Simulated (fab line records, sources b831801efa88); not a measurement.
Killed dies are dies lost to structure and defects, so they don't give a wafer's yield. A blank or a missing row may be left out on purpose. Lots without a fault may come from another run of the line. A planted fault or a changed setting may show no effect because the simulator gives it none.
fab line records | flow sfq_line
record lots=15 wafers=45 last_day=97
route steps=325 shown M7@293
lots that met no fault: from a run of the same line without faults
start_h: hours from the record's first day to the start of the lot's first wafer shown | wait_h: hours since the lot's step before | " the same as in the row above | L1.1+2: a row that stands for several wafers | - no value, or no start given | * or withheld: withheld | < > ~ a bound
route shown NAME@n: a module of which the file shows steps, and the number in the route of the first | usual: mean/standard deviation of fault-free wafers | same: alike in all rows | chamber/n: place in a boat | sites: the reading at each site | _std_site: their standard deviation | _edge_site: outer sites' mean less inner sites' | radius_mm: how far each site lies from the wafer's centre | mask NAME#n: copy n | behind: the tool/chamber that last shaped the wafer | hold: why the lot was held/for how many hours/how that ended | device: the transistor (n, p or np) that didn't switch | end of line: the same wafers' tests at the end of the route | a step without rows: its recipe alone | killed: dies lost to structure and defects at the first sort, not the wafer's yield | map: a wafer's dies, x killed, . not, _ none there
set.NAME: the setting as run; set.NAME@STEP: as run at that earlier step | model.NAME: the simulator's own value behind a step, which no gauge read
steps of the route over a sample of lots; a table a step, a row a wafer
services: from which hour (start_h, from the record's first day; less than 0 if before it) a tool's chamber was out of use, for how many hours, and why
## steps
# step SFQ_TRILAYER_M7_ETCH_METAL_ETCH_180
# recipe target=Nb stop_on=SiO2 mask_material=PR chemistry=Cl2/Ar target_depth_nm=240 icp_w=600 bias_w=80 pressure_mtorr=10 time_s=120
# usual bias_w=80.03/0.23 chamber_pressure_mTorr=10.000/0.011 drypump_motor_current_A=5.9/0.33 oes_product_au=0.875/0.0059 rf_fwd_power_W=596.4/2.5
# columns lot.wafer tool chamber start_h wait_h bias_w chamber_pressure_mTorr drypump_motor_current_A oes_product_au rf_fwd_power_W rf_hours_counter_h
L120.1 rie_metal-04 1 1954.02 0.0 80.04 9.996 6.2 0.867 596.5 82
L120.2 " 0 " " 80.18 10.019 5.6 0.872 600.9 19
L120.5 " 0 " " 79.86 10.001 5.6 0.881 600.8 -
L122.1 rie_metal-04 1 1958.82 0.0 79.91 9.989 6.2 0.877 597.3 82
L122.5 " 1 " " 80.44 9.988 6.2 0.870 596.6 -
L122.6 " 0 " " 79.84 10.001 5.6 0.877 594.4 -
L123.2 rie_metal-01 0 1963.16 0.0 80.32 10.006 5.9 0.870 596.0 128
L123.3 " 1 " " 80.30 10.010 5.4 0.867 594.9 -
L123.6 " 1 " " 80.35 10.004 5.4 0.869 598.1 -
L124.3 rie_metal-02 1 1969.30 0.1 80.06 9.996 6.3 0.887 594.4 -
L124.4 " 1 " " 80.25 10.000 6.3 0.876 595.3 -
L124.6 " 1 " " 80.02 9.987 6.3 0.876 591.7 -
L126.1 rie_metal-02 0 1983.56 0.0 80.12 10.011 6.0 0.877 597.9 1
L126.3 " 1 " " 79.97 10.008 6.3 0.875 594.4 -
L126.6 " 1 " " 80.22 9.997 6.3 0.875 594.2 -
L127.3 rie_metal-01 0 1992.00 0.1 79.78 9.995 5.9 0.875 593.4 -
L127.4 " 1 " " 80.31 9.996 5.4 0.878 594.6 -
L127.6 " 1 " " 79.89 10.016 5.3 0.881 596.0 -
L128.3 rie_metal-02 1 1994.40 0.1 79.87 9.993 6.3 0.869 596.7 -
L128.4 " 0 " " 79.89 10.003 6.0 0.876 595.1 -
L128.5 " 1 " " 79.91 10.005 6.2 0.864 595.2 -
L133.3 rie_metal-01 0 2022.13 0.1 79.76 9.994 5.9 0.876 595.1 -
L133.4 " 1 " " 79.82 9.997 5.3 0.879 595.7 -
L133.5 " 0 " " 80.03 10.002 5.9 0.881 595.9 -
L134.1 rie_metal-04 1 2056.88 0.0 - - - - - -
L134.3 " 0 " " - - - - - -
L134.6 " 1 " " - - - - - -
L135.2 rie_metal-01 0 2061.68 0.0 - - - - - -
L135.3 " 1 " " - - - - - -
L135.4 " 0 " " - - - - - -
L136.3 rie_metal-02 1 2067.73 0.1 - - - - - -
L136.5 " 0 " " - - - - - -
L136.6 " 1 " " - - - - - -
L139.2 rie_metal-01 0 2076.83 0.0 80.41 9.999 5.9 0.873 594.6 11
L139.5 " 0 " " 80.05 10.002 5.9 0.874 595.0 -
L139.6 " 1 " " 80.31 9.996 5.4 0.885 600.4 -
L141.2 rie_metal-04 1 2146.72 0.0 79.84 9.988 6.2 0.880 599.4 107
L141.3 " 0 " " 79.88 10.010 5.6 0.876 595.2 -
L141.4 " 1 " " 79.77 10.007 6.2 0.879 598.0 -
L142.1 rie_metal-02 0 2147.92 0.0 80.52 9.995 6.1 0.861 594.4 26
L142.5 " 1 " " 79.76 10.003 6.3 0.873 594.2 -
L142.6 " 0 " " 80.18 10.007 6.1 0.875 596.2 -
L143.1 rie_metal-04 1 2150.44 0.0 80.07 10.004 6.2 0.870 594.6 107
L143.4 " 0 " " 79.96 9.986 5.6 0.870 597.6 -
L143.6 " 1 " " 80.23 10.013 6.2 0.873 595.5 -
## services
# columns tool chamber start_h hours kind
rie_metal-02 - 1941.40 14.6 pm
rie_metal-02 0 1956.00 - clean
rie_metal-02 0 1956.00 21.7 scheduled_down
rie_metal-02 0 1956.00 21.7 vent_cycle
rie_metal-02 - 1956.69 0.2 repair
rie_metal-01 0 1992.82 - clean
rie_metal-01 0 1992.82 18.3 scheduled_down
rie_metal-01 0 1992.82 18.3 vent_cycle
rie_metal-01 - 2006.24 2.8 pm
rie_metal-01 - 2032.17 2.1 repair
rie_metal-02 1 2111.74 - clean
rie_metal-02 1 2111.74 15.3 scheduled_down
rie_metal-02 1 2111.74 15.3 vent_cycle
rie_metal-04 - 2136.62 0.4 repair
## key
first_sign step=SFQ_TRILAYER_M7_ETCH_METAL_ETCH_180 reading=tool_record direction=missing
effect none on later readings
met_at SFQ_TRILAYER_M7_ETCH_METAL_ETCH_180
struck_lots L134,L135,L136
onset_between 2022.13 2056.88
fault kind=skipped_step_whole tool=rie_metal-01,rie_metal-02,rie_metal-04 chamber=- onset_h=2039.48 steps=SFQ_TRILAYER_M7_ETCH_METAL_ETCH_180 scope=struck_lots_only
